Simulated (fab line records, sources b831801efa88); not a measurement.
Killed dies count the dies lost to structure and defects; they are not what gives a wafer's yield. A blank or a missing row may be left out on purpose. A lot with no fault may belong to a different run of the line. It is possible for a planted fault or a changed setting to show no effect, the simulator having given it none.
Which tool was responsible? + flow sky130 + 12 lots with 36 wafers sampled at 5 steps, on a route of 708 steps

== WHAT THE GAUGES READ, wafer by wafer ==
SKY_FIELD_ISO_BOW_MEAS_00.
| lot  | measured    | on            | INCOMING_BOW (um) |
|------|-------------|---------------|-------------------|
| L395 | day 1 10:00 | film metro-03 | -2 -2 4           |
| L396 | day 1 15:00 | film metro-03 | -6 -4 -2          |
| L397 | day 1 20:01 | film metro-03 | -4 -2 9           |
| L400 | day 2 11:01 | film metro-02 | -12 -5 -6         |
| L402 | day 2 21:00 | film metro-01 | -4 5 10           |
| L406 | day 3 17:00 | film metro-02 | -1 1 7            |
| L409 | day 4 08:00 | film metro-02 | 1 -2 6            |
| L411 | day 4 18:00 | film metro-01 | 1 -5 -6           |
| L413 | day 5 04:00 | film metro-01 | 14 -4 2           |
| L415 | day 5 14:01 | film metro-03 | 0 -3 -10          |
| L417 | day 6 00:02 | film metro-03 | 7 -2 7            |
| L418 | day 6 05:01 | film metro-01 | 4 9 4             |

SKY_DNWELL_TW_MEAS_09.
| lot  | measured    | on            | DNWELL_TW      |
|------|-------------|---------------|----------------|
| L395 | day 3 08:37 | film metro-02 | 1105 1104 1109 |
| L396 | day 3 14:16 | film metro-01 | 1093 1096 1101 |
| L397 | day 3 18:26 | film metro-02 | 1096 1098 1098 |
| L400 | day 4 08:11 | film metro-01 | 1103 1108 1102 |
| L402 | day 4 19:37 | film metro-04 | 1092 1094 1094 |
| L406 | day 5 18:01 | film metro-04 | 1103 1101 1095 |
| L409 | day 6 12:59 | film metro-01 | 1100 1098 1098 |
| L411 | day 6 19:17 | film metro-02 | 1102 1099 1103 |
| L413 | day 7 06:10 | film metro-02 | 1101 1095 1102 |
| L415 | day 7 17:08 | film metro-01 | 1106 1098 1100 |
| L417 | day 8 05:24 | film metro-04 | 1088 1092 1087 |
| L418 | day 8 12:49 | film metro-01 | 1102 1109 1100 |

== TOOL THAT RAN EACH LOT (tool first, then ch and the chambers of the sampled wafers, then the start) ==
| lot  | SKY_FIELD_ISO_CMP_27         | SKY_DNWELL_COAT_02               | SKY_DNWELL_STRIP_08                 |
|------|------------------------------|----------------------------------|-------------------------------------|
| L395 | cmp-01 ch 1,3, day 2 14:23   | litho track-03 ch 0, day 3 00:31 | plasma asher-02 ch 0,1, day 3 08:31 |
| L396 | cmp-02 ch 0,1,2, day 2 18:24 | litho track-04 ch 0, day 3 05:34 | plasma asher-01 ch 0,1, day 3 14:10 |
| L397 | cmp-01 ch 0,2,3, day 2 22:41 | litho track-02 ch 0, day 3 10:04 | plasma asher-04 ch 0,1, day 3 18:19 |
| L400 | cmp-01 ch 1,2,3, day 3 13:25 | litho track-04 ch 0, day 3 23:35 | plasma asher-01 ch 0, day 4 08:04   |
| L402 | cmp-01 ch 0,1,2, day 4 01:02 | litho track-04 ch 0, day 4 11:10 | plasma asher-04 ch 0,1, day 4 19:31 |
| L406 | cmp-01 ch 0,1,3, day 4 18:44 | litho track-04 ch 0, day 5 08:04 | plasma asher-02 ch 0,1, day 5 17:55 |
| L409 | cmp-01 ch 1,3, day 5 15:48   | litho track-02 ch 0, day 6 03:17 | plasma asher-02 ch 0,1, day 6 12:53 |
| L411 | cmp-01 ch 0,1, day 5 21:43   | litho track-02 ch 0, day 6 09:47 | plasma asher-01 ch 0,1, day 6 19:11 |
| L413 | cmp-01 ch 0,2,3, day 6 08:13 | litho track-03 ch 0, day 6 19:31 | plasma asher-01 ch 0,1, day 7 06:04 |
| L415 | cmp-02 ch 0,1, day 6 18:33   | litho track-03 ch 0, day 7 06:50 | plasma asher-01 ch 0,1, day 7 17:02 |
| L417 | cmp-02 ch 0,1,3, day 7 05:49 | litho track-04 ch 0, day 7 18:52 | plasma asher-02 ch 0,1, day 8 05:19 |
| L418 | cmp-01 ch 2,3, day 7 11:38   | litho track-04 ch 0, day 8 01:26 | plasma asher-04 ch 0,1, day 8 12:43 |
- SKY_FIELD_ISO_CMP_27: polishes, stops on Si3N4, t overpolish 15.25 s, target thk 457.8 nm.
- SKY_DNWELL_COAT_02: resist thk 3000 nm.
- SKY_DNWELL_STRIP_08: strips in O2/N2.

== AS READ BY THE TOOLS THEMSELVES (means over the sampled wafers that have a number; for cases with no such wafer, the mark the record gives instead) ==
SKY_FIELD_ISO_CMP_27.
| lot  | tool   | head pressure psi (psi) | motor current A (A) | overpolish run s (s) | platen rpm (rpm) | time to endpoint s (s) |
|------|--------|-------------------------|---------------------|----------------------|------------------|------------------------|
| L395 | cmp-01 | 4.000                   | 11.8                | 15.249               | 60.01            | 107                    |
| L396 | cmp-02 | 4.006                   | 13.7                | 15.261               | 60.01            | 114                    |
| L397 | cmp-01 | 3.997                   | 12.9                | 15.246               | 59.99            | 112                    |
| L400 | cmp-01 | 4.005                   | 12.2                | 15.246               | 60.03            | 106                    |
| L402 | cmp-01 | 4.008                   | 12.3                | 15.242               | 60.00            | 109                    |
| L406 | cmp-01 | 4.003                   | 11.9                | 15.256               | 60.04            | 113                    |
| L409 | cmp-01 | 4.000                   | 11.5                | 15.249               | 60.04            | 115                    |
| L411 | cmp-01 | 3.997                   | 11.7                | 15.241               | 60.02            | 110                    |
| L413 | cmp-01 | 4.001                   | 12.5                | 15.247               | 60.04            | 115                    |
| L415 | cmp-02 | 3.987                   | 14.1                | 15.249               | 60.05            | 110                    |
| L417 | cmp-02 | 4.006                   | 13.9                | 15.254               | 60.02            | 109                    |
| L418 | cmp-01 | 3.996                   | 13.0                | 15.250               | 60.02            | 116                    |

SKY_DNWELL_COAT_02.
| lot  | tool           | spin speed rpm (rpm) |
|------|----------------|----------------------|
| L395 | litho track-03 | 2000.3               |
| L396 | litho track-04 | 1999.6               |
| L397 | litho track-02 | 2000.5               |
| L400 | litho track-04 | 2000.2               |
| L402 | litho track-04 | 2262.7               |
| L406 | litho track-04 | 2264.7               |
| L409 | litho track-02 | 1998.8               |
| L411 | litho track-02 | 1999.4               |
| L413 | litho track-03 | 2000.4               |
| L415 | litho track-03 | 2000.1               |
| L417 | litho track-04 | 1999.2               |
| L418 | litho track-04 | 2000.6               |

SKY_DNWELL_STRIP_08.
| lot  | tool            | drypump motor current A (A) | oes product au (a.u.) | strip time to endpoint s (s) |
|------|-----------------|-----------------------------|-----------------------|------------------------------|
| L395 | plasma asher-02 | 5.89                        | 0.725                 | 37.04                        |
| L396 | plasma asher-01 | 5.75                        | 0.720                 | 36.93                        |
| L397 | plasma asher-04 | 5.88                        | 0.719                 | 37.03                        |
| L400 | plasma asher-01 | 5.85                        | 0.722                 | 36.90                        |
| L402 | plasma asher-04 | 5.87                        | 0.723                 | 34.86                        |
| L406 | plasma asher-02 | 5.61                        | 0.722                 | 34.94                        |
| L409 | plasma asher-02 | 5.88                        | 0.726                 | 36.84                        |
| L411 | plasma asher-01 | 5.74                        | 0.723                 | 37.10                        |
| L413 | plasma asher-01 | 5.78                        | 0.719                 | 36.93                        |
| L415 | plasma asher-01 | 5.80                        | 0.722                 | 36.96                        |
| L417 | plasma asher-02 | 5.59                        | 0.722                 | 36.98                        |
| L418 | plasma asher-04 | 5.86                        | 0.724                 | 36.95                        |

== THE ANSWER, worked out from the rows above alone ==
Rule: what is usual is taken from the lots themselves. Put in order of their means at a reading, lots are off if they are a third of the lots or fewer, leave a main group of 4 or more, and stand apart from it by a gap of 3 or more times the standard deviation of the main group's means; of several such gaps the widest counts. Not used: any main group whose means are identical at the precision the tables above print for the reading. A lot without any number at a reading at which 4 lots or more have one is off too. Any other lot the step has rows for is counted as sound. After the gauges, taken in route order, come the tools' own readings; for these a lot's mean is taken, as printed above. At the first step where some lot is off, the reading lying furthest off is the one used; lots without a number count as furthest.
Off, at SKY_DNWELL_COAT_02 on spin speed rpm: L402, L406. The main group has a mean of 1999.9 rpm with a standard deviation of 0.59.
If a tool, at that step or one of the process steps before it, ran each lot that is off and ran no sound lot following the first of them, it fits. Not one of the candidates tried fits.

== WHAT HAD BEEN PUT IN BY THE SIMULATOR ==
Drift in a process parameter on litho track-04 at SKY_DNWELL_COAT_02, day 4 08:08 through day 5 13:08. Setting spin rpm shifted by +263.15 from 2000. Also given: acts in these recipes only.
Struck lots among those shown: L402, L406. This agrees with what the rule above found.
